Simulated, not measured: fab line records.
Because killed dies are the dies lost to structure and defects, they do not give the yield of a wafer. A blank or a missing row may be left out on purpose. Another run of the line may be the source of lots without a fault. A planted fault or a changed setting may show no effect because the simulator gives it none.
Problem report in the 8D (eight disciplines) form, filled by code :: flow sky130 :: the parts of the form that need people (team, actions taken, sign-off) are left out

## 1. WHAT IS WRONG
At SKY_METAL1_ETCH_18, oesProductAu averages 0.806 a.u. over 2 wafers from 2 lots, while fault-free wafers read 0.855 a.u., standard deviation 0.0051. That is -9.5 standard deviations from the usual mean.
The step: etches BARC in N2/H2, stops on SiO2, time 45.9 s, target depth 60 nm.
Seen first at day 39 00:46 on rieMetal-03, wafer L767.4. The record holds 34 wafers of 12 lots with a number at this step. Rule for "out", or "out of limits": more than 4 standard deviations from the usual mean. The rest of the wafers with a number are treated as sound.

## 2. WHAT IT IS, WHAT IT ISN'T
question: which readings at this step
is: oesProductAu
is not: drypumpMotorCurrentA, rfFwdPowerW

question: which lots
is: L767, L768
is not: L748, L749, L750, L751, L752, L753, L755, L757, L758, L771

question: which wafers of those lots
is: L767.4, L768.4
is not: L767.6, L768.6

question: read on which tools
is: rieMetal-03
is not: rieMetal-02, rieMetal-04

question: when
is: from day 39 00:46
is not: up to then (28 sound wafers); but 4 sound wafers of L768, L771 came after

## 3. SUSPECTS, AND WHAT RULES EACH OUT
Counting: a tool at a process step up to the reading stays a suspect if it ran every lot that is out. Sound lots after the first of them don't rule it out here, since some wafers of a struck lot are sound.
- rieMetal-03 at SKY_METAL1_ETCH_18 (etches BARC in N2/H2, stops on SiO2, time 45.9 s, target depth 60 nm): kept. Ran every lot that is out, first one L767 (day 39 00:46); last sound lot up to then L758 (day 36 13:08). On those wafers its own readings are out: oesProductAu.
- At SKY_METAL1_ETCH_18 on rieMetal-03, chamber 0 took the sound wafers of the same lots and chamber 1 took the wafers that are out.
Remaining after the count: rieMetal-03 at SKY_METAL1_ETCH_18.

## 4. THE CAUSE (what the simulator had put in)
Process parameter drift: rieMetal-03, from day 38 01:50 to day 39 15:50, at SKY_METAL1_ETCH_18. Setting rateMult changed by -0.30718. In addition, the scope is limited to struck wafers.
This tool alone remained once counting was done.

## 5. THE EFFECT CHAIN, in route order
One row per reading whose mean, taken over the struck wafers that have a number, lies over 3 standard deviations from the usual. Readings are gone through only where the record gives a usual standard deviation; hours: the median, over the lots, of the time from a lot's start at the first step in this table giving one to that lot's start at this step; sigmas: the change measured in usual standard deviations.
hours: 0
step: SKY_METAL1_ETCH_18
reading: oesProductAu
usual: 0.855 a.u.
on struck wafers: 0.806
change: -0.048
sigmas: -9.5

hours: 0
step: SKY_METAL1_STRIP_20
reading: stripTimeToEndpointS
usual: 2.65 s
on struck wafers: 2.88
change: +0.23
sigmas: +3.8
Here are the process steps it includes:
- SKY_METAL1_ETCH_18: etches BARC in N2/H2, stops on SiO2, time 45.9 s, target depth 60 nm.
- SKY_METAL1_STRIP_20: strips in O2/N2.
Later steps that measure or inspect, where all struck wafers having a row at the step show a number for every such reading and not one has moved that far: SKY_VIA1_THK_MEAS_01.

## 6. WHAT WOULD HAVE CAUGHT IT SOONER
In this record the first reading out of limits was taken at day 39 00:46, 23 hours after the fault began at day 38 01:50.
